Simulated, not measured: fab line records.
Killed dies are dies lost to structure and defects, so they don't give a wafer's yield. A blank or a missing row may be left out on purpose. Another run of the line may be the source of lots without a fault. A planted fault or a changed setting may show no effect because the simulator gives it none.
fab line records	flow sfq_line
[record] lots = 5	wafers = 15	last_day = 85
route steps=325 shown L0@4 L0V@16 M0@28
lots that met no fault: taken from a fault-free run of the same line
start_h: hours from the record's first day to the start of the lot's first wafer shown	wait_h: hours since the lot's step before	" identical to the entry in the row above	L1.1+2: several wafers, shown together as one row	- no value present, or no start provided	* or withheld: withheld	< > ~ a bound
route shown NAME@n: names a module that has steps shown in the file, with the first one's number in the route	usual: mean/standard deviation taken from wafers without a fault	same: alike in all rows	chamber/n: place in a boat	sites: each site's reading	_std_site: their standard deviation	_edge_site: inner sites' mean taken away from outer sites' mean	radius_mm: how far each site lies from the wafer's centre	mask NAME#n: copy n	behind: the last tool/chamber to shape the wafer	hold: why the lot was held/for how many hours/how that ended	device: names the non-switching transistor (n, p or np)	end of line: the route-end tests of the same wafers	step lacking rows: just its recipe	killed: at the first sort, the dies lost to defects and structure; wafer yield is something else	map: shows each die of a wafer: x if killed, . if not, _ if none is there
set.NAME: setting as actually run; set.NAME@STEP: the setting as run at that earlier step	model.NAME: the simulator's own value behind a step, which no gauge read
lots seen at some steps along the route; tables by step, rows by wafer
services: from which hour (start_h, from the record's first day; less than 0 if before it) a tool's chamber was out of use, for how many hours, and why
[[steps]]
[step SFQ_L0_RS_MEAS_901]
[recipe] thk_meas_gauge = four-point-probe	reads = MoNx_KI_of_TRILAYER_L0_DEP_SPUTTER_003
[usual] L0_MONX_KI_RS = 43.5/0.49
lot.wafer	tool	chamber	start_h	wait_h	L0_MONX_KI_RS[ohm/sq]
L309.1	film_metro-03	-	22.56	0.0	43.3
L309.2	"	-	"	"	43.8
L309.4	"	-	"	"	43.6
L310.1	film_metro-03	-	27.56	0.0	43.0
L310.2	"	-	"	"	43.1
L310.4	"	-	"	"	42.9
L315.2	film_metro-01	-	52.58	0.1	43.5
L315.5	"	-	"	"	43.0
L315.6	"	-	"	"	43.8
L318.2	film_metro-03	-	67.58	0.1	42.6
L318.4	"	-	"	"	42.9
L318.5	"	-	"	"	42.4
L327.2	film_metro-04	-	112.58	0.1	42.8
L327.5	"	-	"	"	43.3
L327.6	"	-	"	"	43.3
[step SFQ_L0_THK_MEAS_902]
[recipe] thk_meas_gauge = xrf	reads = MoNx_KI_of_TRILAYER_L0_DEP_SPUTTER_003
[usual] L0_MONX_KI_THK = 39.6/0.51
lot.wafer	tool	chamber	start_h	wait_h	L0_MONX_KI_THK[nm]
L309.1	film_metro-03	-	22.68	0.1	39.3
L309.2	"	-	"	"	38.9
L309.4	"	-	"	"	39.1
L310.1	film_metro-03	-	27.68	0.1	39.7
L310.2	"	-	"	"	39.5
L310.4	"	-	"	"	40.1
L315.2	film_metro-01	-	52.69	0.1	39.5
L315.5	"	-	"	"	40.2
L315.6	"	-	"	"	39.6
L318.2	film_metro-03	-	67.69	0.1	40.6
L318.4	"	-	"	"	40.2
L318.5	"	-	"	"	40.3
L327.2	film_metro-04	-	112.69	0.1	40.4
L327.5	"	-	"	"	40.2
L327.6	"	-	"	"	40.0
[step SFQ_TRILAYER_L0_LITHO_COAT_010]
[recipe] resist = BARC	spin_rpm = 3000	resist_thk_nm = 62
[step SFQ_TRILAYER_L0_LITHO_COAT_005]
[recipe] resist = KrF	spin_rpm = 3000	resist_thk_nm = 594.7
[step SFQ_TRILAYER_L0_LITHO_SOFTBAKE_009]
[recipe] temp_c = withheld	time_s = withheld	resist = KrF
[step SFQ_TRILAYER_L0_LITHO_EXPOSE_006]
[recipe] mask_id = L0	na = 0.6	source_shape = conventional	sigma_outer = 0.65	target_cd_nm = 2000	dose_mj = 14.4
[step SFQ_TRILAYER_L0_LITHO_PEB_008]
[recipe] peb_temp_c = 115	peb_time_s = 60	resist = KrF
[step SFQ_TRILAYER_L0_LITHO_DEVELOP_007]
[recipe] time_s = 60	resist = KrF
[step SFQ_TRILAYER_L0_BARC_OPEN_METAL_ETCH_010]
[recipe] mask_material = PR	chemistry = O2	target_depth_nm = 125	target = BARC	icp_w = 600	bias_w = 80	pressure_mtorr = 10	time_s = 41.7
[step SFQ_TRILAYER_L0_ETCH_METAL_ETCH_008]
[recipe] target = MoNx_KI	stop_on = SiO2	mask_material = PR	chemistry = SF6/O2	target_depth_nm = 50	icp_w = 600	bias_w = 80	pressure_mtorr = 10	time_s = 25
[usual] drypump_motor_current_A = 5.6/0.48	oes_product_au = 0.874/0.0071
lot.wafer	tool	chamber	start_h	wait_h	drypump_motor_current_A	oes_product_au	rf_hours_counter_h
L309.1	rie_metal-02	0	69.33	0.1	6.1	0.881	11
L309.2	"	0	"	"	6.1	0.880	-
L309.4	"	0	"	"	6.1	0.881	-
L310.1	rie_metal-02	0	76.78	0.1	6.1	0.876	14
L310.2	"	0	"	"	6.1	0.882	-
L310.4	"	0	"	"	6.1	0.885	-
L315.2	rie_metal-01	1	114.97	0.0	6.2	0.865	210
L315.5	"	0	"	"	5.3	0.876	-
L315.6	"	1	"	"	6.2	0.867	-
L318.2	rie_metal-01	0	136.01	0.1	5.3	0.888	-
L318.4	"	0	"	"	5.3	0.888	-
L318.5	"	0	"	"	5.3	0.883	-
L327.2	rie_metal-02	1	200.38	0.0	5.2	0.877	20
L327.5	"	1	"	"	5.1	0.877	-
L327.6	"	0	"	"	6.1	0.876	-
[step SFQ_TRILAYER_L0_STRIP_STRIP_009]
[recipe] gas = O2	power_w = 200	platen_temp_c = 40	overash_fraction = 0.65	chemistry = O2	pressure_mtorr = 50
[usual] drypump_motor_current_A = 5.6/0.49	oes_product_au = 1.002/0.0067
lot.wafer	tool	chamber	start_h	wait_h	drypump_motor_current_A	oes_product_au	rf_hours_counter_h
L309.1	rie_metal-02	0	69.43	0.1	6.1	0.998	11
L309.2	"	0	"	"	6.1	1.006	-
L309.4	"	0	"	"	6.1	0.999	-
L310.1	rie_metal-02	0	76.87	0.1	6.1	1.006	14
L310.2	"	0	"	"	6.1	1.005	-
L310.4	"	0	"	"	6.1	1.006	-
L315.2	rie_metal-01	1	115.02	0.0	6.3	0.997	210
L315.5	"	0	"	"	5.3	0.996	-
L315.6	"	1	"	"	6.2	1.007	-
L318.2	rie_metal-01	0	136.28	0.3	5.3	1.009	-
L318.4	"	0	"	"	5.3	1.013	-
L318.5	"	0	"	"	5.3	1.014	-
L327.2	rie_metal-02	1	200.42	0.0	5.2	0.998	20
L327.5	"	1	"	"	5.2	1.002	-
L327.6	"	0	"	"	6.1	0.980	-
[step SFQ_TRILAYER_L0_STRIP_SOLV_CLEAN_010]
[recipe] chemistry = NMP	temp_c = 70	time_s = 600
[step SFQ_TRILAYER_L0_CAP_PECVD_011]
[recipe] material = SiO2	temp_c = 150	time_s = 13.333	pressure_torr = 2.4	rf_w = 183.3	precursor = SiH4/N2O	target_thk_nm = 60
[usual] heater_power_w = 78/9.3	throttle_valve_pct = 24.4/0.86
lot.wafer	tool	chamber	start_h	wait_h	heater_power_w	since_wet_clean_h	throttle_valve_pct	model.SiO2_of_TRILAYER_L0_CAP_PECVD_011.thk_nm
L309.1	pecvd-04	1	70.80	0.0	78	985	25.5	60.01
L309.2	"	2	"	"	87	985	24.2	59.8
L309.4	"	2	"	"	88	-	24.2	60.95
L310.1	pecvd-03	0	78.24	0.0	93	239	22.5	59.38
L310.2	"	1	"	"	79	239	24.4	59.75
L310.4	"	1	"	"	79	-	24.5	60.16
L315.2	pecvd-02	2	115.79	0.0	75	661	24.7	59.52
L315.5	"	1	"	"	80	-	24.2	60.25
L315.6	"	0	"	"	75	-	23.6	60.28
L318.2	pecvd-02	1	137.47	0.0	78	682	24.0	59.82
L318.4	"	2	"	"	85	-	24.6	60.87
L318.5	"	1	"	"	77	-	24.1	60.48
L327.2	pecvd-04	0	201.20	0.0	52	1115	25.6	57.06
L327.5	"	0	"	"	53	-	25.5	57.57
L327.6	"	2	"	"	88	-	24.6	60.62
[step SFQ_TRILAYER_L0_VIA_LITHO_COAT_018]
[recipe] resist = BARC	spin_rpm = 3000	resist_thk_nm = 62.55
[step SFQ_TRILAYER_L0_VIA_LITHO_COAT_013]
[recipe] resist = KrF	spin_rpm = 3000	resist_thk_nm = 650
[step SFQ_TRILAYER_L0_VIA_LITHO_SOFTBAKE_017]
[recipe] temp_c = withheld	time_s = withheld	resist = KrF
[step SFQ_TRILAYER_L0_VIA_LITHO_EXPOSE_014]
[recipe] mask_id = L0V	na = 0.6	source_shape = conventional	sigma_outer = 0.65	target_cd_nm = 700	dose_mj = 21.3
[step SFQ_TRILAYER_L0_VIA_LITHO_PEB_016]
[recipe] peb_temp_c = 115	peb_time_s = 60	resist = KrF
[step SFQ_TRILAYER_L0_VIA_LITHO_DEVELOP_015]
[recipe] time_s = 60	resist = KrF
[step SFQ_L0V_OVL_MEAS_903]
[usual] L0V_OVL = -2/4.7
lot.wafer	tool	chamber	start_h	wait_h	L0V_OVL[nm]
L309.1	overlay-02	-	142.75	0.1	-3
L309.2	"	-	"	"	-5
L309.4	"	-	"	"	0
L310.1	overlay-02	-	151.15	0.1	-5
L310.2	"	-	"	"	-1
L310.4	"	-	"	"	-3
L315.2	overlay-02	-	205.12	0.1	6
L315.5	"	-	"	"	10
L315.6	"	-	"	"	3
L318.2	overlay-02	-	236.68	0.1	-9
L318.4	"	-	"	"	-10
L318.5	"	-	"	"	-7
L327.2	overlay-01	-	261.88	0.1	1
L327.5	"	-	"	"	4
L327.6	"	-	"	"	0
[step SFQ_TRILAYER_L0_VIA_BARC_OPEN_VIA_ETCH_021]
[recipe] mask_material = PR	chemistry = O2	target_depth_nm = 125	target = BARC	source_w = 500	bias_w = 80	pressure_mtorr = 30	time_s = 41.7
[usual] drypump_motor_current_A = 5.8/0.51	oes_product_au = 0.688/0.0046
lot.wafer	tool	chamber	start_h	wait_h	drypump_motor_current_A	oes_product_au	rf_hours_counter_h
L309.1	rie_diel-01	0	142.78	0.0	6.7	0.692	44
L309.2	"	3	"	"	5.8	0.694	93
L309.4	"	1	"	"	6.4	0.691	144
L310.1	rie_diel-01	2	151.18	0.0	5.5	0.691	33
L310.2	"	1	"	"	6.4	0.683	144
L310.4	"	3	"	"	5.8	0.690	94
L315.2	rie_diel-04	0	205.15	0.0	6.2	0.689	25
L315.5	"	1	"	"	5.5	0.692	-
L315.6	"	2	"	"	5.9	0.690	-
L318.2	rie_diel-02	2	236.71	0.0	5.0	0.692	56
L318.4	"	0	"	"	5.9	0.693	46
L318.5	"	2	"	"	5.0	0.693	-
L327.2	rie_diel-01	0	261.91	0.0	6.7	0.691	46
L327.5	"	2	"	"	5.4	0.682	-
L327.6	"	0	"	"	6.7	0.687	-
[step SFQ_TRILAYER_L0_VIA_ETCH_VIA_ETCH_016]
[recipe] target = SiO2	stop_on = MoNx_KI	mask_material = PR	chemistry = CHF3	target_depth_nm = 80	source_w = 500	bias_w = 80	pressure_mtorr = 30	time_s = withheld
[usual] drypump_motor_current_A = 5.8/0.51	oes_product_au = 0.845/0.0074
lot.wafer	tool	chamber	start_h	wait_h	drypump_motor_current_A	oes_product_au	model.L0V.feature_depth_nm	model.etch.depth_nm
L309.1	rie_diel-01	0	142.82	0.0	6.7	0.836	60.01	60.01
L309.2	"	3	"	"	5.8	0.834	59.8	59.8
L309.4	"	1	"	"	6.3	0.845	60.95	60.95
L310.1	rie_diel-01	2	151.22	0.0	5.5	0.841	59.38	59.38
L310.2	"	1	"	"	6.3	0.839	59.75	59.75
L310.4	"	3	"	"	5.8	0.837	60.16	60.16
L315.2	rie_diel-04	0	205.19	0.0	6.2	0.838	59.52	59.52
L315.5	"	1	"	"	5.4	0.842	60.25	60.25
L315.6	"	2	"	"	6.0	0.851	60.28	60.28
L318.2	rie_diel-02	2	236.75	0.0	5.0	0.844	59.82	59.82
L318.4	"	0	"	"	5.9	0.844	60.87	60.87
L318.5	"	2	"	"	5.0	0.850	60.48	60.48
L327.2	rie_diel-01	0	261.95	0.0	6.7	0.821	57.06	57.06
L327.5	"	2	"	"	5.5	0.815	57.57	57.57
L327.6	"	0	"	"	6.7	0.850	60.62	60.62
[step SFQ_TRILAYER_L0_VIA_STRIP_STRIP_017]
[recipe] gas = O2	power_w = 200	platen_temp_c = 40	overash_fraction = 0.65	chemistry = O2	pressure_mtorr = 50
[usual] drypump_motor_current_A = 5.9/0.65	oes_product_au = 1.000/0.0063
lot.wafer	tool	chamber	start_h	wait_h	drypump_motor_current_A	oes_product_au	rf_hours_counter_h
L309.1	rie_metal-03	0	142.87	-	6.6	0.999	99
L309.2	"	1	"	"	6.1	0.998	121
L309.4	"	1	"	"	6.1	0.994	-
L310.1	rie_metal-03	1	151.27	-	6.1	1.006	122
L310.2	"	0	"	"	6.6	0.990	100
L310.4	"	0	"	"	6.6	0.988	-
L315.2	rie_metal-03	0	205.44	-	6.6	1.006	-
L315.5	"	0	"	"	6.6	0.991	-
L315.6	"	0	"	"	6.6	0.994	-
L318.2	rie_metal-02	1	237.00	-	5.2	0.993	-
L318.4	"	1	"	"	5.1	0.997	-
L318.5	"	1	"	"	5.2	0.990	-
L327.2	rie_metal-02	1	262.00	-	5.2	0.993	31
L327.5	"	1	"	"	5.2	1.000	-
L327.6	"	0	"	"	6.1	1.000	-
[step SFQ_TRILAYER_L0_VIA_STRIP_SOLV_CLEAN_018]
[recipe] chemistry = NMP	temp_c = 70	time_s = 600
[step SFQ_TRILAYER_M0_DEP_PRE_CLEAN_020]
[recipe] gas = Ar	time_s = 15	bias_v = 250
lot.wafer	tool	chamber	start_h	wait_h	model.SiO2_of_TRILAYER_L0_CAP_PECVD_011.thk_nm
L309.1	pvd_sputter-03	-	143.65	0.0	55.01
L309.2	"	-	"	"	54.8
L309.4	"	-	"	"	55.95
L310.1	pvd_sputter-03	-	152.05	0.0	54.38
L310.2	"	-	"	"	54.75
L310.4	"	-	"	"	55.16
L315.2	pvd_sputter-06	-	206.61	0.0	54.52
L315.5	"	-	"	"	55.25
L315.6	"	-	"	"	55.28
L318.2	pvd_sputter-03	-	238.17	0.0	54.82
L318.4	"	-	"	"	55.87
L318.5	"	-	"	"	55.48
L327.2	pvd_sputter-03	-	262.79	0.0	52.06
L327.5	"	-	"	"	52.57
L327.6	"	-	"	"	55.62
[step SFQ_TRILAYER_M0_DEP_SPUTTER_019]
[recipe] material = Nb	base_pressure_pa = 1.33e-06	chamber_pressure_pa = 0.1333	substrate_temp_c = 20	resputter_cathode_voltage_v = 400	target_thk_nm = 200	power_w = 2000	time_s = 133.3
[usual] throttle_valve_pct = 29.5/1.2
lot.wafer	tool	chamber	start_h	wait_h	throttle_valve_pct
L309.1	pvd_sputter-03	-	143.67	0.0	30.0
L309.2	"	-	"	"	27.3
L309.4	"	-	"	"	31.4
L310.1	pvd_sputter-03	-	152.07	0.0	31.2
L310.2	"	-	"	"	30.3
L310.4	"	-	"	"	29.8
L315.2	pvd_sputter-06	-	206.64	0.0	28.6
L315.5	"	-	"	"	30.3
L315.6	"	-	"	"	28.8
L318.2	pvd_sputter-03	-	238.20	0.0	30.0
L318.4	"	-	"	"	31.4
L318.5	"	-	"	"	27.6
L327.2	pvd_sputter-03	-	262.81	0.0	30.1
L327.5	"	-	"	"	30.0
L327.6	"	-	"	"	30.2
[[services]]
tool	chamber	start_h	hours	kind
rie_diel-01	0	48.66	2.7	repair
rie_metal-01	0	57.73	3.2	repair
pecvd-02	0	62.02	17.9	repair
pvd_sputter-03	-	71.23	0.7	repair
pecvd-03	-	72.06	1.3	repair
pecvd-03	0	72.91	3.8	repair
rie_diel-04	3	73.79	16.5	repair
rie_diel-04	1	85.63	4.8	repair
rie_metal-01	-	102.58	0.2	repair
rie_metal-01	0	115.72	2.1	repair
pecvd-04	-	155.76	2.8	pm
pecvd-04	0	158.67	3.9	repair
rie_diel-02	0	159.02	4.1	repair
pvd_sputter-03	-	165.58	0.6	repair
rie_metal-03	1	173.33	59.0	repair
pecvd-02	2	188.12	16.3	repair
pvd_sputter-06	-	194.86	4.5	repair
rie_diel-01	2	218.06	23.0	repair
rie_diel-04	-	222.04	1.0	repair
rie_metal-02	0	236.28	11.7	repair
rie_metal-01	-	243.20	1.4	pm
rie_diel-04	0	247.23	18.1	repair
pvd_sputter-03	-	254.51	1.5	repair
pecvd-04	0	262.44	19.9	repair
[[key]]
[first_sign] step = SFQ_TRILAYER_L0_VIA_ETCH_VIA_ETCH_016	reading = oes_product_au	direction = down	sigmas = 3.6	usual = 0.845	struck = 0.818
effect none on later readings
[model_effect] step = SFQ_TRILAYER_L0_CAP_PECVD_011	value = SiO2_of_TRILAYER_L0_CAP_PECVD_011.thk_nm	without = 59.88	struck = 57.31
[model_effect] step = SFQ_TRILAYER_L0_VIA_ETCH_VIA_ETCH_016	value = L0V.feature_depth_nm	without = 59.88	struck = 57.31
[model_effect] step = SFQ_TRILAYER_M0_DEP_PRE_CLEAN_020	value = SiO2_of_TRILAYER_L0_CAP_PECVD_011.thk_nm	without = 54.88	struck = 52.31
met_at SFQ_TRILAYER_L0_CAP_PECVD_011
struck_wafers L327.2,L327.5
[fault] kind = process_parameter_drift	tool = pecvd-04	chamber = 0	onset_h = 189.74	steps = SFQ_TRILAYER_L0_CAP_PECVD_011	channel = target_thk_nm	offset = -2.5665	shape = step	end_h = 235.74	acts_in = these_recipes_only	stated = 60
